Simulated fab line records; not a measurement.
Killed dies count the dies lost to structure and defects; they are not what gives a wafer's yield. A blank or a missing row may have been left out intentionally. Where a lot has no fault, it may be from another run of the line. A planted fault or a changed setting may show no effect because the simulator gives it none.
A struck lot beside a sound one    flow gf180mcu    14 out of 602 route steps
Sound: wafers L537.3, L537.4, L537.5. Wafers struck: L558.3, L558.4, L558.5. The cause comes at the end.
For every step that has rows: the tool of each side, followed by ch and its chambers, followed by its first start. Under that, the readings that differ: sound wafers    struck wafers    difference of the means    sigmas: that difference in standard deviations of wafers without a fault.
alike: a reading whose means differ by less than 2 such deviations, as well as words and numbers matching on both sides. not compared: withheld readings; readings where some wafer has no value; bounds like >300 that might hide an equal value; numbers whose values overlap and for which the record gives no deviation.
The two part at a step that has a row with sigmas, a row that says differs or no value, or rows on one side only. Non-overlapping numbers with no deviation appear without sigmas and do not part them. A reading missing from all wafers of one side parts the sides only when that side holds two or more wafers.

first, 3 steps without rows for these wafers: GF_V2_EXPOSE_11 (exposes mask Via2, target cd 260 nm); GF_V2_PEB_12 (peb time 90 s); GF_V2_DEVELOP_13 (develop time 60 s).
GF_V2_CD_MEAS_14: the cd target is 260 nm.
  sound on cdSem-02 at day 20 04:47; struck on cdSem-01 at day 27 16:57
  alike: cdNm
GF_V2_OVL_MEAS_15:
  sound on overlay-02 at day 20 04:53; struck on overlay-01 at day 27 17:02
  alike: V2_OVL
GF_V2_ETCH_16: etches BARC in N2/H2.
  sound on rieDiel-02 ch 0,1, day 20 04:55; struck on rieDiel-04 ch 0,1,2, day 27 17:04
  alike: chamberPressureMTorr, drypumpMotorCurrentA, oesProductAu, throttleValvePct
GF_V2_ETCH_17: etches SiO2 in C4F8/O2/Ar, stops on TiN, target depth 630 nm.
  sound: rieDiel-02 ch 0,1; struck: rieDiel-04 ch 0,1,2
  alike: chamberPressureMTorr, oesProductAu
GF_V2_STRIP_18: strips in O2/N2.
  sound on plasmaAsher-04 ch 0,1, day 20 05:04; struck on plasmaAsher-03 ch 0,1, day 27 17:14
  alike: chamberPressureMTorr, drypumpMotorCurrentA, heaterPowerW, oesProductAu
  not compared: rfHoursCounterH
then, 2 steps without rows for these wafers: GF_V2_STRIP_19 (strips in post etch residue remover, time 1200 s); GF_V2_CLEAN_20 (cleans in DIW).
GF_V2_SPUTTER_21: material Ti, target thk 15 nm, time 80.02 s.
  sound on pvdSputter-03 at day 20 05:35; struck on pvdSputter-03 at day 27 17:44
  alike: throttleValvePct
GF_V2_SPUTTER_22: material TiN, target thk 10 nm, time 40 s.
  sound on pvdSputter-03 at day 20 05:38; struck on pvdSputter-03 at day 27 17:47
  alike: throttleValvePct
GF_V2_CVD_23: deposits W, target thk 350 nm, time 104.94 s.
  sound on cvdW-02 ch 0,1, day 20 05:43; struck on cvdW-01 ch 0,1, day 27 17:52
  alike: heaterPowerW, susceptorTempC
  not compared: model.W_of_V2_CVD_23.thkNm
GF_V2_RS_MEAS_24: uses a four-point probe to measure.
  sound on filmMetro-02 at day 20 05:50; struck on filmMetro-02 at day 27 17:59
  alike: V2_W_RS

## WHERE THEY PART
Nowhere in this record.

WHY: the cause the simulator had injected
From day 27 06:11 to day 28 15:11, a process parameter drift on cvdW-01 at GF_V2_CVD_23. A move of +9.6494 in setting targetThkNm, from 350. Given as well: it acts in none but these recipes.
